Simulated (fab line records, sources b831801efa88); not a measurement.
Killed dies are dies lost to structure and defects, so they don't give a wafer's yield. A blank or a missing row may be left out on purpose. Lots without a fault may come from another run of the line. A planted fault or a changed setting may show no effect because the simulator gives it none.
fab line records | flow sky130
record lots=6 wafers=18 last_day=49
route steps=708 shown FIELD_ISO@1 PAD_OPEN@708
lots that met no fault: from a run of the same line without faults
start_h: hours from the record's first day to the start of the lot's first wafer shown | wait_h: hours since the lot's step before | " the same as in the row above | L1.1+2: a row that stands for several wafers | - no value, or no start given | * or withheld: withheld | < > ~ a bound
route shown NAME@n: a module of which the file shows steps, and the number in the route of the first | usual: mean/standard deviation of fault-free wafers | same: alike in all rows | chamber/n: place in a boat | sites: the reading at each site | _std_site: their standard deviation | _edge_site: outer sites' mean less inner sites' | radius_mm: how far each site lies from the wafer's centre | mask NAME#n: copy n | behind: the tool/chamber that last shaped the wafer | hold: why the lot was held/for how many hours/how that ended | device: the transistor (n, p or np) that didn't switch | end of line: the same wafers' tests at the end of the route | a step without rows: its recipe alone | killed: dies lost to structure and defects at the first sort, not the wafer's yield | map: a wafer's dies, x killed, . not, _ none there
set.NAME: the setting as run; set.NAME@STEP: as run at that earlier step | model.NAME: the simulator's own value behind a step, which no gauge read
lots at some steps of the route; a table a step, a row a wafer
services: from which hour (start_h, from the record's first day; less than 0 if before it) a tool's chamber was out of use, for how many hours, and why
## steps
# step SKY_FIELD_ISO_BOW_MEAS_00
# recipe mode=bow
# usual INCOMING_BOW=0/6.6
# columns lot.wafer tool chamber start_h wait_h INCOMING_BOW[um]
L217.3 film_metro-03 - 20.04 - 4
L217.5 " - " " 8
L217.6 " - " " -1
L225.1 film_metro-03 - 60.00 - 0
L225.2 " - " " 4
L225.4 " - " " 3
L227.1 film_metro-03 - 70.00 - 10
L227.4 " - " " 2
L227.5 " - " " 3
L232.2 film_metro-02 - 95.02 - -1
L232.5 " - " " 3
L232.6 " - " " -13
L233.1 film_metro-01 - 100.00 - -2
L233.4 " - " " -1
L233.5 " - " " -11
L236.1 film_metro-02 - 115.00 - 5
L236.4 " - " " 14
L236.6 " - " " 8
# step SKY_FIELD_ISO_OXIDATION_01
# recipe temp_c=900 ambient=O2 stabilise_s=600 purge_s=300 target_thk_a=120 ox_time_s=1843
# step SKY_FIELD_ISO_THK_MEAS_02
# recipe reads=SiO2_of_FIELD_ISO_OXIDATION_01
# usual FIELD_ISO_OXIDATION_00_THK=12.06/0.21
# columns lot.wafer tool chamber start_h wait_h FIELD_ISO_OXIDATION_00_THK[nm]
L217.3 film_metro-01 - 21.65 0.0 11.81
L217.5 " - " " 11.83
L217.6 " - " " 12.00
L225.1 film_metro-02 - 61.63 0.0 11.94
L225.2 " - " " 11.99
L225.4 " - " " 11.72
L227.1 film_metro-03 - 72.47 0.0 11.99
L227.4 " - " " 11.77
L227.5 " - " " 11.82
L232.2 film_metro-03 - 96.64 0.0 11.90
L232.5 " - " " 11.85
L232.6 " - " " 11.70
L233.1 film_metro-01 - 102.59 0.0 12.18
L233.4 " - " " 12.40
L233.5 " - " " 12.40
L236.1 film_metro-03 - 116.79 0.0 12.05
L236.4 " - " " 11.86
L236.6 " - " " 12.18
# step SKY_FIELD_ISO_CVD_03
# recipe material=Si3N4 precursor=DCS/NH3 target_thk_nm=165 temp_c=770 time_s=2830 pressure_mtorr=250
# step SKY_FIELD_ISO_THK_MEAS_04
# recipe reads=Si3N4_of_FIELD_ISO_CVD_03
# usual FIELD_ISO_CVD_03_THK=164.8/1.6
# columns lot.wafer tool chamber start_h wait_h FIELD_ISO_CVD_03_THK[nm]
L217.3 film_metro-01 - 24.85 0.0 164.3
L217.5 " - " " 165.5
L217.6 " - " " 165.2
L225.1 film_metro-03 - 63.72 0.0 163.6
L225.2 " - " " 164.8
L225.4 " - " " 163.9
L227.1 film_metro-03 - 74.32 0.0 163.8
L227.4 " - " " 165.1
L227.5 " - " " 163.9
L232.2 film_metro-02 - 101.11 0.0 164.4
L232.5 " - " " 165.7
L232.6 " - " " 165.6
L233.1 film_metro-01 - 104.44 0.0 166.4
L233.4 " - " " 166.4
L233.5 " - " " 166.3
L236.1 film_metro-03 - 118.64 0.0 163.0
L236.4 " - " " 161.8
L236.6 " - " " 162.4
# step SKY_FIELD_ISO_DEHYDRATE_05
# recipe temp_c=200 time_s=60
# step SKY_FIELD_ISO_HMDS_06
# recipe prime_time_s=60 prime_temp_c=120
# step SKY_FIELD_ISO_COAT_07
# recipe resist=BARC temp_c=withheld time_s=withheld spin_rpm=3000 resist_thk_nm=60
# step SKY_FIELD_ISO_COAT_08
# recipe resist=KrF-thick spin_rpm=3000 resist_thk_nm=450
# usual dispense_pressure_kPa=52/4.5
# columns lot.wafer tool chamber start_h wait_h dispense_pressure_kPa model.KrF-thick_of_FIELD_ISO_COAT_08.thk_nm
L217.3 litho_track-02 0 31 - 47 452.8
L217.5 " 0 " " 47 452.5
L217.6 " 0 " " 47 452.1
L225.1 litho_track-02 0 72 - 47 442.3
L225.2 " 0 " " 47 443.3
L225.4 " 0 " " 47 442.5
L227.1 litho_track-02 0 82 - 47 441.7
L227.4 " 0 " " 47 441.7
L227.5 " 0 " " 47 442.3
L232.2 litho_track-03 0 110 - 58 451.6
L232.5 " 0 " " 57 451.7
L232.6 " 0 " " 58 450.9
L233.1 litho_track-04 0 113 - 53 450.7
L233.4 " 0 " " 53 449.7
L233.5 " 0 " " 53 449.8
L236.1 litho_track-04 0 127 - 53 449.8
L236.4 " 0 " " 53 450.7
L236.6 " 0 128 - 53 449.7
# step SKY_FIELD_ISO_SOFTBAKE_09
# recipe temp_c=100 time_s=90 resist=KrF-thick
# step SKY_FIELD_ISO_EXPOSE_10
# recipe mask_id=FOM na=0.68 source_shape=annular sigma_inner=0.4 sigma_outer=0.8 target_cd_nm=150 dose_mj=28
# step SKY_FIELD_ISO_PEB_11
# recipe peb_temp_c=withheld peb_time_s=withheld resist=KrF-thick
# step SKY_FIELD_ISO_DEVELOP_12
# recipe develop_time_s=60 resist=KrF-thick dev_temp_c=21
# step SKY_FIELD_ISO_CD_MEAS_13
# recipe target_cd_nm=150
# usual cd_nm=150.3/1.5
# columns lot.wafer tool chamber start_h wait_h cd_nm
L217.3 cd_sem-01 - 39.89 - 150.5
L217.5 " - " " 151.8
L217.6 " - " " 149.8
L225.1 cd_sem-02 - 80.45 - 150.3
L225.2 " - " " 147.5
L225.4 " - " " 150.7
L227.1 cd_sem-01 - 91.06 - 150.6
L227.4 " - " " 151.5
L227.5 " - " " 149.9
L232.2 cd_sem-02 - 119.28 - 150.2
L232.5 " - " " 149.2
L232.6 " - " " 149.7
L233.1 cd_sem-02 - 122.65 - 151.5
L233.4 " - " " 149.0
L233.5 " - " " 148.2
L236.1 cd_sem-01 - 136.85 - 151.7
L236.4 " - " " 149.4
L236.6 " - " " 151.6
# step SKY_FIELD_ISO_ETCH_14
# recipe chemistry=N2/H2 target=BARC ion_energy_ev=200 source_w=500 bias_w=100 pressure_mtorr=30 n2_flow_sccm=100 h2_flow_sccm=200 stop_on=SiO2 time_s=45.9 target_depth_a=600
# usual drypump_motor_current_A=5.7/0.32 oes_product_au=0.855/0.0046 rf_fwd_power_W=494.9/1.6 throttle_valve_pct=13.226/0.0097
# columns lot.wafer tool chamber start_h wait_h drypump_motor_current_A oes_product_au rf_fwd_power_W rf_hours_counter_h throttle_valve_pct
L217.3 rie_diel-02 2 39.97 0.1 5.7 0.852 493.0 2 13.221
L217.5 " 2 " " 5.7 0.851 494.1 - 13.227
L217.6 " 1 " " 5.7 0.853 496.1 - 13.250
L225.1 rie_diel-03 1 80.57 0.1 5.6 0.860 496.5 20 13.228
L225.2 " 3 " " 5.4 0.854 495.6 5 13.227
L225.4 " 0 " " 5.7 0.856 492.1 100 13.222
L227.1 rie_diel-04 2 91.18 0.1 6.2 0.850 494.5 33 13.219
L227.4 " 1 " " 5.8 0.855 495.9 110 13.227
L227.5 " 0 " " 5.5 0.853 499.2 - 13.231
L232.2 rie_diel-03 3 119.38 0.1 5.4 0.852 497.1 6 13.224
L232.5 " 0 " " 5.7 0.855 492.5 - 13.224
L232.6 " 3 " " 5.4 0.853 496.4 - 13.213
L233.1 rie_diel-04 2 122.77 0.1 6.2 0.856 492.4 33 13.221
L233.4 " 3 " " 5.8 0.850 496.3 5 13.226
L233.5 " 0 " " 5.4 0.862 496.8 - 13.211
L236.1 rie_diel-03 1 136.97 0.1 5.6 0.850 495.6 21 13.226
L236.4 " 2 " " 6.4 0.852 496.1 69 13.217
L236.6 " 0 " " 5.7 0.845 494.9 - 13.217
# step SKY_FIELD_ISO_ETCH_15
# recipe chemistry=CHF3/O2 target_depth_nm=180 stop_on=Si source_w=600 bias_w=200 pressure_mtorr=40 chf3_flow_sccm=50 O2_flow_sccm=5 time_s=72
# usual drypump_motor_current_A=5.7/0.32 oes_product_au=0.945/0.0075 rf_fwd_power_W=595.7/1.9 throttle_valve_pct=8.845/0.0099
# columns lot.wafer tool chamber start_h wait_h drypump_motor_current_A oes_product_au rf_fwd_power_W rf_hours_counter_h throttle_valve_pct model.KrF-thick_of_FIELD_ISO_COAT_08.thk_nm
L217.3 rie_diel-02 2 40.02 0.0 5.7 0.950 596.2 2 8.859 239.1
L217.5 " 2 " " 5.7 0.952 597.2 - 8.825 239.9
L217.6 " 1 " " 5.7 0.940 596.8 - 8.850 233.2
L225.1 rie_diel-03 1 80.62 0.0 5.6 0.935 597.2 20 8.833 222.2
L225.2 " 3 " " 5.4 0.944 594.4 5 8.844 230.7
L225.4 " 0 " " 5.7 0.945 594.0 100 8.843 234.1
L227.1 rie_diel-04 2 91.23 0.0 6.2 0.937 594.1 33 8.853 225.9
L227.4 " 1 " " 5.9 0.946 593.4 110 8.844 225.8
L227.5 " 0 " " 5.4 0.944 598.2 - 8.824 231.8
L232.2 rie_diel-03 3 119.43 0.0 5.4 0.949 595.9 6 8.842 240.9
L232.5 " 0 " " 5.6 0.950 593.7 - 8.844 242.9
L232.6 " 3 " " 5.3 0.949 596.3 - 8.851 240.1
L233.1 rie_diel-04 2 122.82 0.0 6.1 0.950 592.4 33 8.848 231.1
L233.4 " 3 " " 5.9 0.942 597.2 5 8.841 231.8
L233.5 " 0 " " 5.4 0.957 594.9 - 8.847 237.6
L236.1 rie_diel-03 1 137.02 0.0 5.6 0.933 598.5 21 8.829 230.4
L236.4 " 2 " " 6.3 0.933 594.2 69 8.844 243.1
L236.6 " 0 " " 5.7 0.936 596.1 - 8.839 240.7
# step SKY_FIELD_ISO_STRIP_16
# recipe chemistry=O2/N2 power_w=1400 pressure_mtorr=1500 platen_temp_c=withheld o2_flow_sccm=3000 n2_flow_sccm=300 overash_fraction=0.5
# usual drypump_motor_current_A=5.5/0.3 oes_product_au=0.378/0.0049 strip_time_to_endpoint_s=3.55/0.041
# columns lot.wafer tool chamber start_h wait_h drypump_motor_current_A oes_product_au rf_hours_counter_h strip_time_to_endpoint_s
L217.3 plasma_asher-02 0 40.11 0.1 5.9 0.379 - 3.58
L217.5 " 0 " " 5.8 0.376 - 3.58
L217.6 " 1 " " 5.5 0.382 - 3.51
L225.1 plasma_asher-01 0 80.67 0.0 5.2 0.373 41 3.40
L225.2 " 1 " " 5.3 0.379 41 3.47
L225.4 " 1 " " 5.4 0.380 - 3.53
L227.1 plasma_asher-03 1 91.28 0.0 5.9 0.374 41 3.44
L227.4 " 0 " " 4.8 0.367 - 3.43
L227.5 " 0 " " 4.8 0.377 - 3.50
L232.2 plasma_asher-01 1 119.48 0.0 5.3 0.384 45 3.60
L232.5 " 1 " " 5.4 0.390 - 3.62
L232.6 " 0 " " 5.3 0.382 - 3.57
L233.1 plasma_asher-01 1 122.87 0.0 5.4 0.374 45 3.49
L233.4 " 1 " " 5.3 0.379 - 3.50
L233.5 " 1 " " 5.3 0.382 - 3.55
L236.1 plasma_asher-02 1 137.07 0.0 5.5 0.376 31 3.49
L236.4 " 0 " " 5.8 0.372 - 3.62
L236.6 " 1 " " 5.5 0.379 - 3.60
# step SKY_PAD_OPEN_PROBE_99
# usual killed_at_M0_to_M3=42/6.3 killed_at_M4_up=3.2/1.9 killed_at_contacts=24/5.8 killed_at_front_end=15/4.3 killed_at_other=0.2/0.62 killed_dies=85/9.3 killed_open=46/6.8 killed_short=38/6.1
# same gross_dies=492 killed_at_back_side=0
# columns lot.wafer tool chamber start_h wait_h killed_at_M0_to_M3 killed_at_M4_up killed_at_contacts killed_at_front_end killed_at_other killed_dies killed_open killed_short
L217.3 prober-02 - 1081.65 0.2 36 1 33 13 0 83 44 39
L217.5 prober-02 - 1081.75 0.2 50 3 29 16 0 98 52 46
L217.6 prober-02 - 1081.80 0.2 44 3 35 10 0 92 56 36
L225.1 prober-02 - 1127.24 0.1 35 3 23 24 0 85 39 46
L225.2 prober-02 - 1127.29 0.1 40 5 20 19 1 85 52 33
L225.4 prober-02 - 1127.39 0.2 31 0 18 17 1 67 37 30
L227.1 prober-02 - 1139.44 0.1 40 3 19 20 1 83 46 33
L227.4 prober-02 - 1139.59 0.2 47 4 13 15 0 79 43 35
L227.5 prober-02 - 1139.64 0.2 37 4 19 20 0 80 48 29
L233.1 prober-01 - 1179.69 0.1 36 3 24 14 0 77 42 35
L233.4 prober-01 - 1179.84 0.2 47 5 23 20 0 95 43 52
L233.5 prober-01 - 1179.89 0.2 43 3 24 10 0 80 47 33
# killed by level:class
L217.3 CONTACT:geometric_particle:open=11 VIA1:geometric_particle:open=10 CONTACT:geometric_particle:short=7 LI_CONTACT:geometric_particle:open=6 LI_CONTACT:geometric_particle:short=5 METAL1:geometric_particle:short=5 METAL2:geometric_particle:short=5 VIA3:geometric_particle:short=4
L217.5 VIA1:geometric_particle:open=11 CONTACT:geometric_particle:open=8 VIA3:geometric_particle:open=8 VIA2:geometric_particle:open=8 FIELD_ISO:geometric_particle:short=7 LI_CONTACT:geometric_particle:open=7 CONTACT:geometric_particle:short=7 LOCAL_INTERCONNECT:geometric_particle:short=6
L217.6 CONTACT:geometric_particle:open=14 LI_CONTACT:geometric_particle:open=12 VIA3:geometric_particle:open=8 VIA1:geometric_particle:open=8 METAL1:geometric_particle:short=6 VIA1:geometric_particle:short=6 VIA2:geometric_particle:open=5 FIELD_ISO:geometric_particle:short=4
L225.1 FIELD_ISO:geometric_particle:open=9 METAL2:geometric_particle:short=8 VIA1:geometric_particle:open=8 CONTACT:geometric_particle:short=7 CONTACT:geometric_particle:open=7 LOCAL_INTERCONNECT:geometric_particle:short=6 VIA2:geometric_particle:short=5 FIELD_ISO:geometric_particle:short=4
L225.2 CONTACT:geometric_particle:open=9 VIA1:geometric_particle:open=8 FIELD_ISO:geometric_particle:open=7 METAL1:geometric_particle:short=7 VIA3:geometric_particle:open=7 LI_CONTACT:geometric_particle:open=6 FIELD_ISO:geometric_particle:short=5 METAL1:geometric_particle:open=4
L225.4 FIELD_ISO:geometric_particle:open=6 VIA3:geometric_particle:open=6 VIA2:geometric_particle:open=5 LI_CONTACT:geometric_particle:open=5 LOCAL_INTERCONNECT:geometric_particle:short=5 CONTACT:geometric_particle:open=5 FIELD_ISO:geometric_particle:short=4 VIA2:geometric_particle:short=4
L227.1 VIA1:geometric_particle:open=11 CONTACT:geometric_particle:open=8 POLY_GATE:geometric_particle:short=6 METAL1:geometric_particle:short=6 VIA2:geometric_particle:open=6 FIELD_ISO:geometric_particle:open=4 LI_CONTACT:geometric_particle:open=4 VIA1:geometric_particle:short=4
L227.4 VIA2:geometric_particle:open=9 VIA1:geometric_particle:open=9 VIA1:geometric_particle:short=7 POLY_GATE:geometric_particle:open=6 METAL1:geometric_particle:short=6 VIA3:geometric_particle:open=6 CONTACT:geometric_particle:open=4 METAL2:geometric_particle:short=4
L227.5 VIA2:geometric_particle:open=10 CONTACT:geometric_particle:open=8 VIA1:geometric_particle:open=7 POLY_GATE:geometric_particle:open=5 POLY_GATE:geometric_particle:short=5 LI_CONTACT:geometric_particle:open=5 METAL1:geometric_particle:short=5 FIELD_ISO:geometric_particle:short=4
L233.1 CONTACT:geometric_particle:open=17 METAL2:geometric_particle:short=8 FIELD_ISO:geometric_particle:open=4 POLY_GATE:geometric_particle:open=4 VIA1:geometric_particle:open=4 METAL1:geometric_particle:short=4 VIA2:geometric_particle:open=4 METAL3:geometric_particle:short=4
L233.4 CONTACT:geometric_particle:open=10 FIELD_ISO:geometric_particle:short=9 VIA3:geometric_particle:short=9 VIA2:geometric_particle:open=8 VIA1:geometric_particle:open=7 VIA3:geometric_particle:open=6 LI_CONTACT:geometric_particle:open=4 LOCAL_INTERCONNECT:geometric_particle:short=4
L233.5 VIA1:geometric_particle:open=11 CONTACT:geometric_particle:open=10 VIA2:geometric_particle:open=10 METAL1:geometric_particle:short=6 VIA1:geometric_particle:short=6 POLY_GATE:geometric_particle:open=5 LI_CONTACT:geometric_particle:open=4 LOCAL_INTERCONNECT:geometric_particle:short=4
## services
# columns tool chamber start_h hours kind
rie_diel-02 - 15.09 14.6 pm
litho_track-04 - 16.72 - consumable_replace:filter
rie_diel-04 1 45.42 1.8 repair
rie_diel-04 2 47.35 7.7 repair
plasma_asher-01 - 53.51 2.7 repair
plasma_asher-03 - 54.79 16.5 repair
rie_diel-04 1 55.99 6.1 repair
rie_diel-02 0 68.68 4.7 repair
rie_diel-02 - 70.21 0.3 repair
plasma_asher-02 - 81.83 6.7 repair
rie_diel-03 3 93.81 22.9 repair
rie_diel-03 0 96.97 3.1 repair
rie_diel-04 - 103.95 0.7 repair
rie_diel-03 1 105.47 1.3 repair
rie_diel-03 - 116.00 0.1 repair
rie_diel-02 2 118.00 15.4 repair
plasma_asher-03 - 124.51 0.5 repair
## key
first_sign none at tools or gauges
model_effect step=SKY_FIELD_ISO_COAT_08 value=KrF-thick_of_FIELD_ISO_COAT_08.thk_nm without=448.7 struck=442.3
model_effect step=SKY_FIELD_ISO_ETCH_15 value=KrF-thick_of_FIELD_ISO_COAT_08.thk_nm without=234.9 struck=228.4
met_at SKY_FIELD_ISO_COAT_08
struck_wafers L225.1,L225.2,L225.4,L227.1,L227.4,L227.5
tester_left_out L225,L227
loop_trim step=SKY_FIELD_ISO_EXPOSE_10 setting=dose lots=L227
onset_between 31 72
fault kind=process_parameter_drift tool=litho_track-02 chamber=- onset_h=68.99 steps=SKY_FIELD_ISO_COAT_08 channel=resist_thk_nm offset=-6.4473 shape=step end_h=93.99 acts_in=these_recipes_only stated=450
# tester_left_out: of these lots the tester's yield and bins aren't shown, on N5 and GAA mostly nor the transistor test; their killed dies are dies lost to structure and defects alone, not to doping, threshold or leakage, so they don't give the yield
# loop_trim: a control loop set the setting to another value than it would have without faults
